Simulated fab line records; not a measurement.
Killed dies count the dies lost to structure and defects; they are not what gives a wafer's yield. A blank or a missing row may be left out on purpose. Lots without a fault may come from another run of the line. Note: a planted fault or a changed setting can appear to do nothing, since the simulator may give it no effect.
Which tool was responsible? | flow sky130 | 24 lots, 72 wafers sampled, at 3 steps of a route of 708

## WHAT EACH GAUGE READ, for each wafer
SKY_METAL1_RS_MEAS_05: a four-point-probe measurement.
lot  | measured     | on            | METAL1_ALCU_RS (ohm/sq)
L074 | day 32 03:13 | film-metro-04 | 0.1284 0.1283 0.1280
L075 | day 32 04:56 | film-metro-03 | 0.1262 0.1273 0.1266
L076 | day 32 18:12 | film-metro-01 | 0.1236 0.1240 0.1242
L077 | day 32 21:50 | film-metro-03 | 0.1261 0.1242 0.1254
L078 | day 33 04:36 | film-metro-04 | 0.1293 0.1266 0.1292
L079 | day 33 15:56 | film-metro-01 | 0.1260 0.1251 0.1257
L080 | day 34 09:10 | film-metro-04 | 0.1238 0.1256 0.1262
L081 | day 34 13:28 | film-metro-03 | 0.1252 0.1258 0.1255
L082 | day 34 15:05 | film-metro-04 | 0.1265 0.1268 0.1251
L083 | day 34 20:42 | film-metro-04 | 0.1250 0.1254 0.1247
L084 | day 35 09:42 | film-metro-04 | 0.1270 0.1272 0.1279
L085 | day 35 15:04 | film-metro-03 | 0.1274 0.1272 0.1281
L086 | day 35 20:35 | film-metro-04 | 0.1262 0.1251 0.1258
L087 | day 36 10:52 | film-metro-04 | 0.1261 0.1278 0.1278
L088 | day 36 12:59 | film-metro-04 | 0.1247 0.1239 0.1233
L089 | day 37 00:26 | film-metro-04 | 0.1282 0.1280 0.1276
L090 | day 37 05:58 | film-metro-04 | 0.1285 0.1280 0.1270
L091 | day 37 11:46 | film-metro-04 | 0.1234 0.1244 0.1242
L092 | day 37 20:47 | film-metro-04 | 0.1271 0.1255 0.1268
L093 | day 38 01:40 | film-metro-04 | 0.1256 0.1266 0.1262
L094 | day 38 09:32 | film-metro-03 | 0.1234 0.1256 0.1235
L095 | day 38 17:25 | film-metro-04 | 0.1278 0.1278 0.1264
L096 | day 39 01:29 | film-metro-04 | 0.1285 0.1280 0.1287
L097 | day 39 07:03 | film-metro-04 | 0.1249 0.1253 0.1254

SKY_METAL2_CD_MEAS_15 targets a cd of 140 nm.
lot  | measured     | on        | cd-nm (nm)
L074 | day 35 14:52 | cd-sem-02 | 138.3 140.0 138.1
L075 | day 35 17:05 | cd-sem-02 | 138.8 140.8 138.2
L076 | day 36 05:29 | cd-sem-01 | 137.5 137.8 137.1
L077 | day 36 08:29 | cd-sem-01 | 142.3 141.9 142.0
L078 | day 36 15:46 | cd-sem-01 | 140.7 138.2 138.4
L079 | day 37 01:24 | cd-sem-01 | 139.7 140.1 140.8
L080 | day 37 18:51 | cd-sem-01 | 140.5 140.7 139.4
L081 | day 37 22:41 | cd-sem-01 | 139.7 140.8 140.1
L082 | day 38 01:11 | cd-sem-01 | 140.0 139.8 141.2
L083 | day 38 07:10 | cd-sem-01 | 143.1 142.6 140.2
L084 | day 38 19:18 | cd-sem-02 | 139.9 141.5 141.8
L085 | day 39 00:35 | cd-sem-02 | 137.6 139.1 138.3
L086 | day 39 06:52 | cd-sem-01 | 139.6 138.9 140.8
L087 | day 39 20:37 | cd-sem-02 | 139.8 140.4 138.6
L088 | day 39 21:01 | cd-sem-01 | 142.6 142.2 141.6
L089 | day 40 08:55 | cd-sem-01 | 141.5 141.1 141.1
L090 | day 40 14:28 | cd-sem-01 | 140.2 140.4 139.9
L091 | day 40 18:19 | cd-sem-02 | 138.4 139.1 140.0
L092 | day 41 03:54 | cd-sem-01 | 140.3 141.0 139.6
L093 | day 41 08:22 | cd-sem-01 | 138.0 139.4 139.4
L094 | day 41 15:49 | cd-sem-01 | 139.9 139.5 139.5
L095 | day 41 23:01 | cd-sem-01 | 140.9 141.3 141.3
L096 | day 42 07:28 | cd-sem-02 | 140.8 139.5 141.7
L097 | day 42 11:21 | cd-sem-01 | 139.1 140.6 139.4

## WHAT TOOL EACH LOT RAN ON (gives the tool, then ch and the chambers of the sampled wafers, and finally the start)
lot  | SKY_METAL1_SPUTTER_04
L074 | pvd-sputter-02, day 32 03:10
L075 | pvd-sputter-01, day 32 04:53
L076 | pvd-sputter-01, day 32 18:08
L077 | pvd-sputter-04, day 32 21:44
L078 | pvd-sputter-04, day 33 04:32
L079 | pvd-sputter-04, day 33 15:54
L080 | pvd-sputter-04, day 34 09:04
L081 | pvd-sputter-02, day 34 13:21
L082 | pvd-sputter-01, day 34 15:01
L083 | pvd-sputter-04, day 34 20:38
L084 | pvd-sputter-04, day 35 09:39
L085 | pvd-sputter-04, day 35 14:56
L086 | pvd-sputter-04, day 35 20:32
L087 | pvd-sputter-02, day 36 10:49
L088 | pvd-sputter-02, day 36 12:56
L089 | pvd-sputter-02, day 37 00:23
L090 | pvd-sputter-02, day 37 05:55
L091 | pvd-sputter-02, day 37 11:41
L092 | pvd-sputter-04, day 37 20:44
L093 | pvd-sputter-01, day 38 01:32
L094 | pvd-sputter-04, day 38 09:29
L095 | pvd-sputter-01, day 38 17:20
L096 | pvd-sputter-01, day 39 01:26
L097 | pvd-sputter-01, day 39 07:00
- SKY_METAL1_SPUTTER_04: material TiN, target thk 70 nm, time 58.3 s.

## WHAT THE TOOLS THEMSELVES READ (means of the sampled wafers that have a number; where no wafer has one, the mark that the record gives instead)
SKY_METAL1_SPUTTER_04.
lot  | tool           | throttle-valve-pct (%)
L074 | pvd-sputter-02 | 29.2
L075 | pvd-sputter-01 | 29.6
L076 | pvd-sputter-01 | 29.8
L077 | pvd-sputter-04 | 29.7
L078 | pvd-sputter-04 | 29.8
L079 | pvd-sputter-04 | 30.2
L080 | pvd-sputter-04 | 30.9
L081 | pvd-sputter-02 | 29.3
L082 | pvd-sputter-01 | 29.8
L083 | pvd-sputter-04 | 30.4
L084 | pvd-sputter-04 | 30.4
L085 | pvd-sputter-04 | 30.8
L086 | pvd-sputter-04 | 30.9
L087 | pvd-sputter-02 | 29.4
L088 | pvd-sputter-02 | 29.5
L089 | pvd-sputter-02 | 30.4
L090 | pvd-sputter-02 | 30.2
L091 | pvd-sputter-02 | 30.6
L092 | pvd-sputter-04 | 29.3
L093 | pvd-sputter-01 | 29.6
L094 | pvd-sputter-04 | 30.6
L095 | pvd-sputter-01 | 30.3
L096 | pvd-sputter-01 | 29.3
L097 | pvd-sputter-01 | 29.8

## THE ANSWER, worked out from the rows above alone
Rule: the usual values come from the lots themselves. Put in order of their means at a reading, lots are off if they are a third of the lots or fewer, leave a main group of 4 or more, and stand apart from it by a gap of 3 or more times the standard deviation of the main group's means; of several such gaps the widest counts. The tables above print the reading to a certain number of digits; a main group whose means all agree to those digits is not used. A lot without any number at a reading at which 4 lots or more have one is off too. All remaining lots with rows at the step are treated as sound. First the gauges in route order, then the tools' own readings, where a lot's mean is used as printed above. The first step at which some lot is off is used, and at that step the reading that is off furthest; a lot without a number counts as furthest.
No lot is off at any reading shown: from this, nothing can be told.

## WHAT THE SIMULATOR HAD INSERTED
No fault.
